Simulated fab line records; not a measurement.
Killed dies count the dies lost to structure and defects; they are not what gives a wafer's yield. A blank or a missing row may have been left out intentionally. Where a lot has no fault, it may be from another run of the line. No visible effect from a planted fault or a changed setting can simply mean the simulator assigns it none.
fab line records    flow sky130
[record] lots = 6  wafers = 18  last_day = 50
route steps=708 shown CONTACT@425 METAL1@434 PAD_OPEN@708
lots that met no fault: from a run of the same line without faults
start_h: start of the lot's first displayed wafer, in hours after the record's first day    wait_h: how many hours have passed since the lot's step before this one    " repeats the value in the row above    L1.1+2: a single row standing in for several wafers    - no value, or no start was given    * or withheld: withheld    < > ~ a bound
route shown NAME@n: NAME is a module with steps in the file, n the number in the route of the first one    usual: the fault-free wafers' mean and standard deviation    same: alike in all rows    chamber/n: place in a boat    sites: readings site by site    _std_site: the standard deviation of these    _edge_site: outer sites' mean less inner sites'    radius_mm: how far each site lies from the wafer's centre    mask NAME#n: copy n    behind: the most recent tool/chamber to have shaped the wafer    hold: what put the lot on hold/how long, in hours/how the hold closed    device: the transistor (n, p or np) that didn't switch    end of line: the same wafers' tests at the end of the route    a step given without rows: its recipe and nothing more    killed: not the wafer's yield, but the dies lost to structure and defects at the first sort    map: a wafer's dies, marking killed ones x, the rest . and places with no die _
set.NAME: the setting the step ran with; set.NAME@STEP: the setting that earlier step ran with    model.NAME: the simulator's own value behind a step, which no gauge read
certain route steps with their lots: each step a table, each wafer a row
services: a tool's chamber out of use, with start hour (start_h, from the record's first day; less than 0 if before it), hours out, and reason
[[steps]]
[step SKY_CONTACT_STRIP_19]
[recipe] chemistry = O2/N2  power_w = 1400  pressure_mtorr = 1500  platen_temp_c = withheld  o2_flow_sccm = 3000  n2_flow_sccm = 300  overash_fraction = 0.5
[usual] drypump_motor_current_A = 6.16/0.26  oes_product_au = 0.381/0.0045  strip_time_to_endpoint_s = 3.62/0.034
lot.wafer  tool             chamber  start_h  wait_h  drypump_motor_current_A  oes_product_au  rf_hours_counter_h  strip_time_to_endpoint_s
L904.1     plasma_asher-04  1        752.38   -       6.42                     0.385           33                  3.64
L904.2     "                0        "        "       6.46                     0.380           33                  3.63
L904.4     "                0        "        "       6.43                     0.380           -                   3.54
L906.1     plasma_asher-03  0        760.53   -       6.03                     0.386           95                  3.64
L906.5     "                0        "        "       6.05                     0.384           -                   3.60
L906.6     "                1        "        "       6.29                     0.376           -                   3.66
L910.3     plasma_asher-03  0        790.73   -       6.06                     0.382           -                   3.63
L910.4     "                1        "        "       6.32                     0.380           -                   3.57
L910.6     "                0        "        "       6.09                     0.382           -                   3.65
L911.2     plasma_asher-01  1        797.10   -       5.70                     0.387           6                   3.64
L911.3     "                0        "        "       5.87                     0.379           -                   3.60
L911.4     "                1        "        "       5.69                     0.380           -                   3.65
L921.2     plasma_asher-03  1        874.86   -       6.32                     0.376           107                 3.58
L921.4     "                0        "        "       6.07                     0.378           -                   3.65
L921.6     "                0        "        "       6.08                     0.384           -                   3.64
L925.3     plasma_asher-03  0        902.06   -       6.04                     0.380           -                   3.63
L925.4     "                1        "        "       6.31                     0.372           -                   3.57
L925.6     "                1        "        "       6.31                     0.387           -                   3.67
[step SKY_CONTACT_STRIP_20]
[recipe] chemistry = post_etch_residue_remover  time_s = 1200  temp_c = 72.5
[step SKY_CONTACT_CLEAN_21]
[recipe] chemistry = IPA  time_s = 180  temp_c = 25
[step SKY_CONTACT_CLEAN_22]
[recipe] chemistry = O3/DIW  dry = n2_spin
[step SKY_CONTACT_SPUTTER_23]
[recipe] material = TiN  target_thk_nm = 20  chamber_pressure_pa = 5  power_w = 4000  time_s = 80
[step SKY_CONTACT_CVD_24]
[recipe] material = W  target_thk_nm = 340  time_s = 102.12  temp_c = 400  pressure_torr = 40
[usual] heater_power_w = 912/54
[same] time_s = 102.12
lot.wafer  tool      chamber  start_h  wait_h  heater_power_w
L904.1     cvd_w-02  1        753.03   0.0     893
L904.2     "         0        "        "       941
L904.4     "         0        "        "       925
L906.1     cvd_w-02  0        761.18   0.0     998
L906.5     "         1        "        "       875
L906.6     "         0        "        "       965
L910.3     cvd_w-02  0        791.42   0.1     970
L910.4     "         1        "        "       887
L910.6     "         1        "        "       906
L911.2     cvd_w-02  1        797.75   0.0     887
L911.3     "         0        "        "       949
L911.4     "         1        "        "       882
L921.2     cvd_w-02  1        875.51   0.0     870
L921.4     "         0        "        "       968
L921.6     "         1        "        "       895
L925.3     cvd_w-02  0        902.72   0.1     942
L925.4     "         1        "        "       912
L925.6     "         1        "        "       883
[step SKY_CONTACT_RS_MEAS_25]
[recipe] thk_meas_gauge = four-point-probe  reads = W_of_CONTACT_CVD_24+TiN_of_CONTACT_SPUTTER_23
[usual] CONTACT_W_RS = 0.334/0.0058
lot.wafer  tool           chamber  start_h  wait_h  CONTACT_W_RS[ohm/sq]
L904.1     film_metro-03  -        753.14   0.1     0.339
L904.2     "              -        "        "       0.335
L904.4     "              -        "        "       0.332
L906.1     film_metro-01  -        761.29   0.1     0.336
L906.5     "              -        "        "       0.340
L906.6     "              -        "        "       0.336
L910.3     film_metro-04  -        791.53   0.1     0.337
L910.4     "              -        "        "       0.339
L910.6     "              -        "        "       0.338
L911.2     film_metro-04  -        797.88   0.1     0.340
L911.3     "              -        "        "       0.332
L911.4     "              -        "        "       0.335
L921.2     film_metro-03  -        875.64   0.1     0.334
L921.4     "              -        "        "       0.328
L921.6     "              -        "        "       0.338
L925.3     film_metro-04  -        902.83   0.1     0.331
L925.4     "              -        "        "       0.336
L925.6     "              -        "        "       0.337
[step SKY_CONTACT_THK_MEAS_26]
[recipe] thk_meas_gauge = xrf  reads = W_of_CONTACT_CVD_24
[usual] CONTACT_W_THK = 349/6.9
lot.wafer  tool           chamber  start_h  wait_h  CONTACT_W_THK[nm]
L904.1     film_metro-03  -        753.26   0.1     342
L904.2     "              -        "        "       346
L904.4     "              -        "        "       348
L906.1     film_metro-01  -        761.41   0.1     348
L906.5     "              -        "        "       345
L906.6     "              -        "        "       349
L910.3     film_metro-04  -        791.63   0.1     350
L910.4     "              -        "        "       346
L910.6     "              -        "        "       347
L911.2     film_metro-04  -        797.99   0.1     348
L911.3     "              -        "        "       358
L911.4     "              -        "        "       354
L921.2     film_metro-03  -        875.75   0.1     348
L921.4     "              -        "        "       354
L921.6     "              -        "        "       345
L925.3     film_metro-04  -        902.93   0.1     360
L925.4     "              -        "        "       354
L925.6     "              -        "        "       350
[step SKY_CONTACT_CMP_27]
[recipe] stop_on = SiO2  t_overpolish_s = 15  down_force_psi = 3.5  platen_rpm = 60  target_thk_nm = 0  pad_velocity_m_s = 0.94248
[usual] motor_current_A = 12.4/1  overpolish_run_s = 15.000/0.0084  retaining_ring_pressure_frac = 1.000/0.005  slurry_flow_ml_min = 150.0/0.44  time_to_endpoint_s = 84.3/2.9
lot.wafer  tool    chamber  start_h  wait_h  motor_current_A  overpolish_run_s  retaining_ring_pressure_frac  slurry_flow_ml_min  time_to_endpoint_s
L904.2     cmp-01  2        753.32   0.0     12.4             14.996            0.995                         149.5               80.8
L904.1     "       3        "        "       10.7             14.995            1.005                         150.5               78.4
L904.4     "       0        "        "       11.4             15.001            0.998                         149.5               80.0
L906.1     cmp-02  3        761.47   0.1     13.0             15.007            0.995                         149.5               84.8
L906.6     "       3        "        "       14.0             14.992            1.001                         150.0               86.0
L906.5     "       0        "        "       13.0             15.009            1.010                         149.2               84.5
L910.3     cmp-02  2        791.72   0.1     13.1             15.006            0.996                         149.7               85.6
L910.4     "       3        "        "       12.7             14.994            0.996                         149.4               81.5
L910.6     "       2        "        "       13.7             14.995            1.000                         149.8               80.6
L911.2     cmp-02  2        798.04   0.0     13.0             15.019            1.000                         150.1               84.5
L911.3     "       3        "        "       13.3             14.990            0.994                         149.2               90.3
L911.4     "       0        "        "       13.3             15.001            0.994                         150.2               87.1
L921.2     cmp-01  2        875.90   0.1     12.6             14.989            1.007                         150.0               84.6
L921.4     "       3        "        "       10.4             14.998            0.998                         149.7               84.0
L921.6     "       0        "        "       11.5             14.998            0.996                         150.3               79.1
L925.3     cmp-02  2        903.02   0.1     12.5             15.001            1.005                         150.6               87.7
L925.4     "       0        "        "       12.9             14.999            0.998                         150.2               87.7
L925.6     "       1        "        "       12.7             15.004            1.007                         150.0               88.1
[step SKY_METAL1_SPUTTER_00]
[recipe] material = Ti  target_thk_nm = 15  power_w = 3000  time_s = 10  chamber_pressure_pa = 0.4
[usual] throttle_valve_pct = 29.8/0.91
[same] time_s = 10
lot.wafer  tool            chamber  start_h  wait_h  throttle_valve_pct
L904.1     pvd_sputter-01  -        753.62   0.2     30.4
L904.2     "               -        "        "       29.7
L904.4     "               -        "        "       30.0
L906.1     pvd_sputter-03  -        761.77   0.2     30.5
L906.5     "               -        "        "       30.0
L906.6     "               -        "        "       30.6
L910.3     pvd_sputter-01  -        791.97   0.2     29.8
L910.4     "               -        "        "       30.0
L910.6     "               -        "        "       30.3
L911.2     pvd_sputter-01  -        798.34   0.2     29.9
L911.3     "               -        "        "       30.2
L911.4     "               -        "        "       28.3
L921.2     pvd_sputter-02  -        876.10   0.1     30.5
L921.4     "               -        "        "       30.2
L921.6     "               -        "        "       27.4
L925.3     pvd_sputter-03  -        903.27   0.2     30.8
L925.4     "               -        "        "       30.4
L925.6     "               -        "        "       30.6
[step SKY_METAL1_SPUTTER_01]
[recipe] material = TiN  target_thk_nm = 20  power_w = 6500  time_s = 16.7  chamber_pressure_pa = 0.4
[usual] throttle_valve_pct = 29.8/0.93
[same] time_s = 16.7
lot.wafer  tool            chamber  start_h  wait_h  throttle_valve_pct
L904.1     pvd_sputter-01  -        753.64   0.0     30.4
L904.2     "               -        "        "       29.7
L904.4     "               -        "        "       29.6
L906.1     pvd_sputter-03  -        761.79   0.0     30.1
L906.5     "               -        "        "       30.4
L906.6     "               -        "        "       30.4
L910.3     pvd_sputter-01  -        792.00   0.0     29.7
L910.4     "               -        "        "       30.0
L910.6     "               -        "        "       30.1
L911.2     pvd_sputter-01  -        798.36   0.0     29.8
L911.3     "               -        "        "       30.2
L911.4     "               -        "        "       28.2
L921.2     pvd_sputter-02  -        876.13   0.0     30.4
L921.4     "               -        "        "       30.4
L921.6     "               -        "        "       27.3
L925.3     pvd_sputter-03  -        903.30   0.0     30.5
L925.4     "               -        "        "       30.4
L925.6     "               -        "        "       30.9
[step SKY_METAL1_SPUTTER_02]
[recipe] material = AlCu  target_thk_nm = 250  power_w = 10600  time_s = 13.3  chamber_pressure_pa = 0.4
[step SKY_METAL1_SPUTTER_03]
[recipe] material = Ti  target_thk_nm = 5  power_w = 3000  time_s = 3.3  chamber_pressure_pa = 0.4
[usual] throttle_valve_pct = 29.8/0.92
lot.wafer  tool            chamber  start_h  wait_h  throttle_valve_pct  model.Ti_of_METAL1_SPUTTER_03.thk_nm
L904.1     pvd_sputter-01  -        753.69   0.0     30.2                4.844
L904.2     "               -        "        "       29.9                5.111
L904.4     "               -        "        "       29.8                5.105
L906.1     pvd_sputter-03  -        761.84   0.0     30.5                5.093
L906.5     "               -        "        "       30.1                5.15
L906.6     "               -        "        "       30.6                5.022
L910.3     pvd_sputter-01  -        792.05   0.0     29.8                6.791
L910.4     "               -        "        "       29.8                6.644
L910.6     "               -        "        "       30.2                6.651
L911.2     pvd_sputter-01  -        798.41   0.0     30.0                6.826
L911.3     "               -        "        "       30.2                6.745
L911.4     "               -        "        "       28.1                6.91
L921.2     pvd_sputter-02  -        876.18   0.0     30.2                5.162
L921.4     "               -        "        "       30.5                5.143
L921.6     "               -        "        "       27.4                5.142
L925.3     pvd_sputter-03  -        903.35   0.0     30.9                4.983
L925.4     "               -        "        "       30.6                4.822
L925.6     "               -        "        "       30.6                4.989
[step SKY_METAL1_SPUTTER_04]
[recipe] material = TiN  target_thk_nm = 70  power_w = 6500  time_s = 58.3  chamber_pressure_pa = 0.4
[step SKY_PAD_OPEN_PROBE_99]
[usual] defect_limited_yield = 82.5/1.9  killed_at_M0_to_M3 = 43/7.6  killed_at_M4_up = 2.9/1.7  killed_at_contacts = 24/5.5  killed_at_front_end = 15/4.2  killed_at_other = 0.3/0.52  killed_dies = 86/9.4  killed_open = 47/7  killed_short = 39/6.4  sort_bin_3_pad_short = 0.9/0.4  sort_bin_5_function = 10.3/1.6  sort_bin_6_memory = 6.2/1.1  sort_n_pass = 406/9.4  sort_yield_pct = 82.5/1.9
[same] gross_dies = 492  killed_at_back_side = 0  sort_bin_4_leakage[%] = 0  sort_bin_8_speed[%] = 0
lot.wafer  tool       chamber  start_h  wait_h  defect_limited_yield[%]  killed_at_M0_to_M3  killed_at_M4_up  killed_at_contacts  killed_at_front_end  killed_at_other  killed_dies  killed_open  killed_short  sort_bin_3_pad_short[%]  sort_bin_5_function[%]  sort_bin_6_memory[%]  sort_n_pass  sort_yield_pct[%]
L906.1     prober-02  -        1097.95  0.1     81.5                     46                  4                23                  18                   0                91           54           37            1.6                      10.8                    6.1                   401          81.5
L906.5     prober-02  -        1098.15  0.2     83.9                     37                  3                26                  13                   0                79           42           37            0.2                      10.6                    5.3                   413          83.9
L906.6     prober-02  -        1098.20  0.2     82.9                     45                  3                25                  11                   0                84           42           42            1.0                      10.0                    6.1                   408          82.9
L911.2     prober-02  -        1122.53  0.1     82.5                     49                  4                18                  14                   1                86           44           40            0.6                      10.6                    6.3                   406          82.5
L911.3     prober-02  -        1122.58  0.2     82.5                     44                  1                26                  15                   0                86           49           35            0.6                      11.4                    5.5                   406          82.5
L911.4     prober-02  -        1122.63  0.2     81.7                     38                  2                34                  16                   0                90           54           36            0                        11.0                    7.3                   402          81.7
L925.3     prober-02  -        1195.98  0.2     83.1                     36                  5                30                  11                   1                83           53           30            1.0                      9.6                     6.3                   409          83.1
L925.4     prober-02  -        1196.03  0.2     84.6                     37                  2                23                  13                   1                76           41           33            1.0                      10.0                    4.5                   416          84.6
L925.6     prober-02  -        1196.13  0.2     84.3                     34                  2                24                  16                   1                77           40           36            0.6                      11.0                    4.1                   415          84.3
// killed by level:class
L906.1 CONTACT:geometric_particle:open=11 VIA3:geometric_particle:open=10 VIA2:geometric_particle:open=8 POLY_GATE:geometric_particle:open=6 VIA1:geometric_particle:short=6 CONTACT:geometric_particle:short=5 VIA1:geometric_particle:open=5 VIA3:geometric_particle:short=5
L906.5 LI_CONTACT:geometric_particle:open=11 VIA1:geometric_particle:open=8 CONTACT:geometric_particle:open=6 METAL1:geometric_particle:short=6 VIA3:geometric_particle:open=5 LOCAL_INTERCONNECT:geometric_particle:short=4 METAL2:geometric_particle:short=4 VIA1:geometric_particle:short=4
L906.6 CONTACT:geometric_particle:open=12 VIA1:geometric_particle:open=10 METAL2:geometric_particle:short=7 VIA2:geometric_particle:short=7 POLY_GATE:geometric_particle:short=6 LI_CONTACT:geometric_particle:open=6 VIA1:geometric_particle:short=4 METAL2:geometric_particle:open=4
L911.2 VIA3:geometric_particle:open=9 CONTACT:geometric_particle:open=8 METAL2:geometric_particle:short=7 VIA1:geometric_particle:open=7 VIA2:geometric_particle:open=6 FIELD_ISO:geometric_particle:short=4 CONTACT:geometric_particle:short=4 METAL1:geometric_particle:short=4
L911.3 VIA2:geometric_particle:open=12 CONTACT:geometric_particle:open=12 METAL2:geometric_particle:short=7 CONTACT:geometric_particle:short=6 VIA3:geometric_particle:open=5 FIELD_ISO:geometric_particle:short=4 VIA1:geometric_particle:open=4 LOCAL_INTERCONNECT:geometric_particle:short=4
L911.4 CONTACT:geometric_particle:open=16 VIA3:geometric_particle:open=9 VIA1:geometric_particle:open=8 LI_CONTACT:geometric_particle:open=7 CONTACT:geometric_particle:short=7 FIELD_ISO:geometric_particle:short=5 METAL2:geometric_particle:short=5 FIELD_ISO:geometric_particle:open=4
L925.3 LI_CONTACT:geometric_particle:open=13 CONTACT:geometric_particle:open=8 VIA1:geometric_particle:open=8 VIA1:geometric_particle:short=7 VIA3:geometric_particle:open=6 VIA2:geometric_particle:open=5 POLY_GATE:geometric_particle:open=4 CONTACT:geometric_particle:short=4
L925.4 VIA3:geometric_particle:open=10 CONTACT:geometric_particle:short=7 METAL2:geometric_particle:short=7 LI_CONTACT:geometric_particle:open=6 CONTACT:geometric_particle:open=5 VIA1:geometric_particle:open=5 VIA2:geometric_particle:open=4 FIELD_ISO:geometric_particle:open=3
L925.6 CONTACT:geometric_particle:short=8 CONTACT:geometric_particle:open=7 VIA2:geometric_particle:open=6 VIA1:geometric_particle:open=6 VIA3:geometric_particle:open=5 METAL2:geometric_particle:short=5 FIELD_ISO:geometric_particle:open=4 SPACER:geometric_particle:short=4
[[services]]
tool             chamber  start_h  hours  kind
plasma_asher-01  -        733.75   9.0    pm
plasma_asher-01  0        733.75   9.0    vent_cycle
plasma_asher-01  1        733.75   9.0    vent_cycle
pvd_sputter-02   -        741.54   26.9   repair
plasma_asher-01  0        742.75   -      clean
cmp-02           -        744.00   4.0    pm
cmp-02           -        748.00   -      consumable_replace:conditioner
cmp-02           -        748.00   -      consumable_replace:pad
pvd_sputter-01   -        755.98   2.7    repair
pvd_sputter-01   2        766.23   -      consumable_replace:kit
pvd_sputter-01   2        766.23   18.0   scheduled_down
pvd_sputter-01   2        766.23   18.0   vent_cycle
plasma_asher-04  -        770.00   29.4   repair
cmp-01           -        772.80   0.2    repair
cvd_w-02         -        773.42   6.9    pm
cmp-02           -        818.03   0.3    repair
plasma_asher-01  -        826.01   0.5    repair
pvd_sputter-03   -        833.20   2.4    repair
cvd_w-02         0        846.11   1.4    repair
cmp-02           -        853.09   0.6    repair
pvd_sputter-02   1        866.05   -      consumable_replace:kit
pvd_sputter-02   1        866.05   18.0   scheduled_down
pvd_sputter-02   1        866.05   18.0   vent_cycle
plasma_asher-01  -        867.70   3.3    repair
[[key]]
first_sign none at tools or gauges
[model_effect] step = SKY_METAL1_SPUTTER_03  value = Ti_of_METAL1_SPUTTER_03.thk_nm  without = 5.109  struck = 6.762
met_at SKY_METAL1_SPUTTER_03
struck_wafers L910.3,L910.4,L910.6,L911.2,L911.3,L911.4
onset_between 753.69 792.05
also_fits SKY_METAL1_SPUTTER_00:pvd_sputter-01,SKY_METAL1_SPUTTER_01:pvd_sputter-01
[fault] kind = process_parameter_drift  tool = pvd_sputter-01  chamber = -  onset_h = 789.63  steps = SKY_METAL1_SPUTTER_03  channel = target_thk_nm  offset = 1.6524  shape = step  end_h = 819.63  acts_in = these_recipes_only  stated = 5
